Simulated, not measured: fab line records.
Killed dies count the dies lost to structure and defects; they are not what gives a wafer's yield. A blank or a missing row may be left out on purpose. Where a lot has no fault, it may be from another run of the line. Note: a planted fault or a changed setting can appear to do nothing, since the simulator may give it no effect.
What tool caused it? ; flow gf180mcu ; at 1 step of a route of 602, 14 lots with 42 wafers sampled

WHAT EACH GAUGE READ, for each wafer
GF_V3_OVL_MEAS_15. Usual: V3_OVL gives -1 nm (standard deviation 5.5).
lot;measured;on;V3_OVL (nm);flag
L280;day 22 15:15;overlay-02;-5 -1 -5;
L282;day 23 14:08;overlay-01;6 -2 3;
L283;day 23 17:26;overlay-01;-8 -3 -5;
L289;day 25 22:00;overlay-02;-8 -6 1;
L290;day 26 11:35;overlay-01;11 -4 8;
L291;day 26 16:08;overlay-02;-4 -11 1;
L294;day 27 10:00;overlay-02;4 4 5;
L295;day 27 16:48;overlay-01;4 -3 -13;
L296;day 28 05:51;overlay-02;-5 4 4;
L298;day 28 13:02;overlay-01;2 0 -6;
L299;day 28 22:38;overlay-01;3 0 5;
L300;day 29 04:02;overlay-01;3 2 0;
L301;day 29 08:52;overlay-02;-4 0 4;
L302;day 29 18:20;overlay-02;11 4 5;

WHAT TOOL EACH LOT RAN ON (gives the tool, then ch and the chambers of the sampled wafers, and finally the start)
The record shows no process step preceding these readings.

WHAT THE TOOLS THEMSELVES READ (means of the sampled wafers that have a number; where no wafer has one, the mark that the record gives instead)
The record holds no such reading with a usual standard deviation.

THE ANSWER, worked out from the rows above alone
Rule: lot off if the mean of its wafers having a number is beyond 3 standard deviations from the usual mean. Also off: a lot with no number at a reading for which 4 or more lots have one. Where the step has rows for the other lots, those lots are counted as sound. First the gauges in route order, then the tools' own readings, where a lot's mean is used as printed above. The first step at which some lot is off is used, and at that step the reading that is off furthest; a lot without a number counts as furthest.
None of the lots is off at any reading shown; this tells nothing.

WHAT THE SIMULATOR HAD PUT IN
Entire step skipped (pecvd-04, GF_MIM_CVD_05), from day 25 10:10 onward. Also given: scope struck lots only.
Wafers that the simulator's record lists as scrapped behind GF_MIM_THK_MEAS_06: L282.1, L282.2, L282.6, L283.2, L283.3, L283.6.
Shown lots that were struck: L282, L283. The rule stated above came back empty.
